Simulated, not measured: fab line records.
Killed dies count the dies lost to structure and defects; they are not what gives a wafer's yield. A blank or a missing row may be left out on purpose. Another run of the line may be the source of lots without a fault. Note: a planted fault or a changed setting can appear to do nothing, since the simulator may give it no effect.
2 desks looking at one fault ; flow sky130 ; what lay behind the numbers comes last; until then each desk has only its own

THE METROLOGY DESK
Lot by lot, what the gauges showed, no matter which tool ran the lot: averages of those sampled wafers that carry a number. The brackets show how far a lot's mean lies from the usual mean; more than 4 standard deviations puts the lot out of limits, marked OUT.
Columns: A = METAL1_ALCU_THK at SKY_METAL1_THK_MEAS_06, usual 246.8 nm; B = METAL1_OVL at SKY_METAL1_OVL_MEAS_16, usual -5 nm
lot;first seen here;A;B
L638;day 31 05:01;251.4;-4
L640;day 32 16:02;248.6;-5
L641;day 32 20:22;247.9;-3
L646;day 34 10:26;247.8;-11
L649;day 35 10:14;243.3;-1
L651;day 35 23:37;245.0;-2
L652;day 36 01:22;244.7;3
L654;day 37 03:02;243.1;-13
L655;day 37 09:22;248.9;-15
L656;day 37 13:20;246.0;-1
L658;day 38 14:11;249.4;-11
L659;day 38 16:07;245.8;-3
This desk's finding: nothing out of limits on any of the 12 lots.

DESK OF THE TOOL OWNER: rie-metal-03
The tool's own readings at SKY_METAL1_METAL_ETCH_19 (etches the open film in Cl2/BCl3, stops on SiO2, target depth 360 nm, time 78 s): means of the sampled wafers that have a number, for each lot that ran on this tool. The brackets show how far a lot's mean lies from the usual mean; more than 4 standard deviations puts the lot out of limits, marked OUT.
Columns: A = drypump-motor-current-A at SKY_METAL1_METAL_ETCH_19, usual 5.9 A; B = oes-product-au at SKY_METAL1_METAL_ETCH_19, usual 0.852 a.u.; C = throttle-valve-pct at SKY_METAL1_METAL_ETCH_19, usual 22.265 %
lot;first seen here;A;B;C
L638;day 32 08:42;5.0;0.861;22.266
L641;day 33 23:35;5.1;0.854;22.265
L646;day 35 13:25;5.1;0.858;22.262
L649;day 36 12:32;5.1;0.849;22.267
L651;day 37 01:07;5.0;0.851;22.260
L658;day 39 15:46;5.0;0.855;22.266
This desk's finding: nothing out of limits on any of the 6 lots.

TAKEN TOGETHER
Metrology desk: nothing out of limits seen.
The desk of the tool owner found nothing out of limits.

WHAT WAS PUT IN BY THE SIMULATOR
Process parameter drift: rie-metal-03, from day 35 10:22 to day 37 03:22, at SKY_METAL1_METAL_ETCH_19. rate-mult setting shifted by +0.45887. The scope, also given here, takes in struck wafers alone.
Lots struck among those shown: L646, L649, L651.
